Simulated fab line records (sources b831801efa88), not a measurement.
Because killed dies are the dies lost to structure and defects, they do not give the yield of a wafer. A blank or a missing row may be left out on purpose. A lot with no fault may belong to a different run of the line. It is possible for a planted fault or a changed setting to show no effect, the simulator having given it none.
A lot that was struck, set against a sound lot + flow sky130 + 43 steps out of a route of 708
Sound: these wafers, L984.2, L984.3, L984.6. Struck: wafer L990.3 (left out: L990.4, L990.5 of the same lot, which were not struck); the cause appears at the end.
Each step with rows lists, per side, the tool, then ch with its chambers, then its first start. Under that, the readings that differ: sound wafers + struck wafers + difference of the means + sigmas: that difference in standard deviations of wafers without a fault.
alike: words and numbers the same on both sides, and readings whose means are apart by under 2 such deviations; not compared: readings that were withheld, readings missing a value for some wafer, numbers with overlapping values and no deviation given by the record, and bounds like >300 which may hide the same value.
The two part at a step that has a row with sigmas, a row that says differs or no value, or rows on one side only. Numbers that have no deviation but don't overlap get no sigmas and don't part them. A reading that every wafer of one side lacks parts them only if that side has two wafers or more.

first, 4 steps without rows for these wafers: SKY_VIA3_SOFTBAKE_08 (time 90 s); SKY_VIA3_EXPOSE_09 (exposes mask VIM3, target cd 200 nm); SKY_VIA3_PEB_10; SKY_VIA3_DEVELOP_11 (develop time 60 s).
SKY_VIA3_CD_MEAS_12: target cd 200 nm.
  sound on cd sem-01, day 40 11:35; struck on cd sem-01, day 42 09:28
  alike: cd nm
SKY_VIA3_OVL_MEAS_13:
  sound on overlay-02, day 40 11:41; struck on overlay-01, day 42 09:34
  alike: VIA3_OVL
SKY_VIA3_ETCH_14: etches BARC in N2/H2, stops on SiO2, time 45.9 s, target depth 60 nm.
  sound on rie diel-02 ch 0,1,3, day 40 11:43; struck on rie diel-04 ch 1, day 42 09:35
  alike: drypump motor current A, oes product au, throttle valve pct
  not compared: rf hours counter h
then, 1 step without rows for these wafers: SKY_VIA3_ETCH_15 (etches SiO2 in C4F8/O2/Ar, stops on TiN, target depth 507 nm, time 78 s).
SKY_VIA3_STRIP_16: strips in O2/N2.
  sound on plasma asher-03 ch 0,1, day 40 11:50; struck on plasma asher-03 ch 1, day 42 09:43
| reading               | sound             | struck | difference | sigmas |
|-----------------------|-------------------|--------|------------|--------|
| oes product au (a.u.) | 0.393 0.394 0.407 | 0.410  | +0.012     | +2     |
  alike: drypump motor current A, strip time to endpoint s
  not compared: rf hours counter h
then, 3 steps without rows for these wafers: SKY_VIA3_STRIP_17 (strips in post etch residue remover, time 1200 s); SKY_VIA3_CLEAN_18 (cleans in IPA, time 180 s); SKY_VIA3_CLEAN_19 (cleans in O3/DIW).
SKY_VIA3_SPUTTER_20: material TiN, target thk 20 nm, time 80 s.
  sound on pvd sputter-04, day 40 12:25; struck on pvd sputter-04, day 42 10:17
  alike: chamber pressure pa, throttle valve pct
then, 1 step without rows for these wafers: SKY_VIA3_CVD_21 (deposits W, target thk 390 nm, time 117.31 s).
SKY_VIA3_RS_MEAS_22: the measuring method here is four-point-probe.
  sound on film metro-01, day 40 12:37; struck on film metro-04, day 42 10:30
| reading            | sound             | struck | difference | sigmas |
|--------------------|-------------------|--------|------------|--------|
| VIA3_W_RS (ohm/sq) | 0.294 0.291 0.294 | 0.301  | +0.008     | +3     |
SKY_VIA3_THK_MEAS_23: measures by xrf.
  sound on film metro-01, day 40 12:44; struck on film metro-04, day 42 10:36
  alike: VIA3_W_THK
then, 1 step without rows for these wafers: SKY_VIA3_CMP_24 (polishes, stops on SiO2, t overpolish 20 s, target thk 0 nm).
SKY_METAL4_SPUTTER_00: material Ti, target thk 15 nm, time 10 s.
  sound on pvd sputter-01, day 40 13:15; struck on pvd sputter-03, day 42 10:58
| reading                | sound          | struck | difference | sigmas |
|------------------------|----------------|--------|------------|--------|
| throttle valve pct (%) | 31.1 30.6 30.9 | 29.2   | -1.7       | -2     |
  alike: chamber pressure pa
SKY_METAL4_SPUTTER_01: material TiN, target thk 20 nm, time 16.7 s.
  sound on pvd sputter-01, day 40 13:16; struck on pvd sputter-03, day 42 11:00
  alike: chamber pressure pa, throttle valve pct
then, 4 steps without rows for these wafers: SKY_METAL4_SPUTTER_02 (material AlCu, target thk 735 nm, time 39.1 s); SKY_METAL4_SPUTTER_03 (material Ti, target thk 5 nm, time 3.3 s); SKY_METAL4_SPUTTER_04 (material TiN, target thk 70 nm, time 58.3 s); SKY_CAP2M_CVD_00 (deposits SiO2, target thk 15.5 nm).
SKY_CAP2M_THK_MEAS_01:
  sound on film metro-01, day 40 13:26; struck on film metro-01, day 42 11:10
  alike: CAP2M_CVD_00_THK
then, 1 step without rows for these wafers: SKY_CAP2M_SPUTTER_02 (material TiN, target thk 200 nm, time 166.7 s).
SKY_CAP2M_RS_MEAS_03: the measuring method here is four-point-probe.
  sound on film metro-02, day 40 13:37; struck on film metro-01, day 42 11:22
  alike: CAP2M_TIN_RS
SKY_CAP2M_THK_MEAS_04: measures by xrf.
  sound on film metro-02, day 40 13:43; struck on film metro-01, day 42 11:28
  alike: CAP2M_TIN_THK
then, 7 steps without rows for these wafers: SKY_CAP2M_DEHYDRATE_05 (time 60 s); SKY_CAP2M_HMDS_06 (prime time 60 s); SKY_CAP2M_COAT_07 (resist thk 1140 nm); SKY_CAP2M_SOFTBAKE_08 (time 60 s); SKY_CAP2M_EXPOSE_09 (exposes mask CAP2M, target cd 1000 nm); SKY_CAP2M_PEB_10; SKY_CAP2M_DEVELOP_11 (develop time 60 s).
SKY_CAP2M_OVL_MEAS_12:
  sound on overlay-02, day 41 13:52; struck on overlay-01, day 43 10:14
| reading        | sound          | struck | difference | sigmas |
|----------------|----------------|--------|------------|--------|
| CAP2M_OVL (nm) | -1.0 -1.7 -2.4 | 1.1    | +2.8       | +3     |
then, 1 step without rows for these wafers: SKY_CAP2M_METAL_ETCH_13 (etches TiN in Cl2/BCl3, stops on SiO2, target depth 220 nm, time 62.9 s).
SKY_CAP2M_STRIP_14: strips in O2/N2.
  sound on plasma asher-01 ch 0,1, day 41 13:58; struck on plasma asher-01 ch 0, day 43 10:23
| reading                      | sound             | struck | difference | sigmas |
|------------------------------|-------------------|--------|------------|--------|
| strip time to endpoint s (s) | 12.62 12.63 12.65 | 12.71  | +0.08      | +2     |
  alike: drypump motor current A, oes product au
  not compared: rf hours counter h
then, 5 steps without rows for these wafers: SKY_CAP2M_STRIP_15 (strips in post etch residue remover, time 1200 s); SKY_CAP2M_CLEAN_16 (cleans in IPA, time 180 s); SKY_CAP2M_CLEAN_17 (cleans in O3/DIW); SKY_METAL4_DEHYDRATE_05 (time 60 s); SKY_METAL4_HMDS_06 (prime time 60 s).
-- the record jumps here: 5 days lie between the struck wafers' starts before and after (it left off in module METAL4 and takes up again in module PAD_OPEN, whose first step shown is number 708 of the route) --
SKY_PAD_OPEN_PROBE_99:
  record: rows for the struck wafers here (prober-02, day 48 04:26), none for the sound ones

WHERE THEY PART
Last at SKY_PAD_OPEN_PROBE_99 as far as this record goes, first at SKY_VIA3_STRIP_16.

WHY: whatever the simulator had introduced
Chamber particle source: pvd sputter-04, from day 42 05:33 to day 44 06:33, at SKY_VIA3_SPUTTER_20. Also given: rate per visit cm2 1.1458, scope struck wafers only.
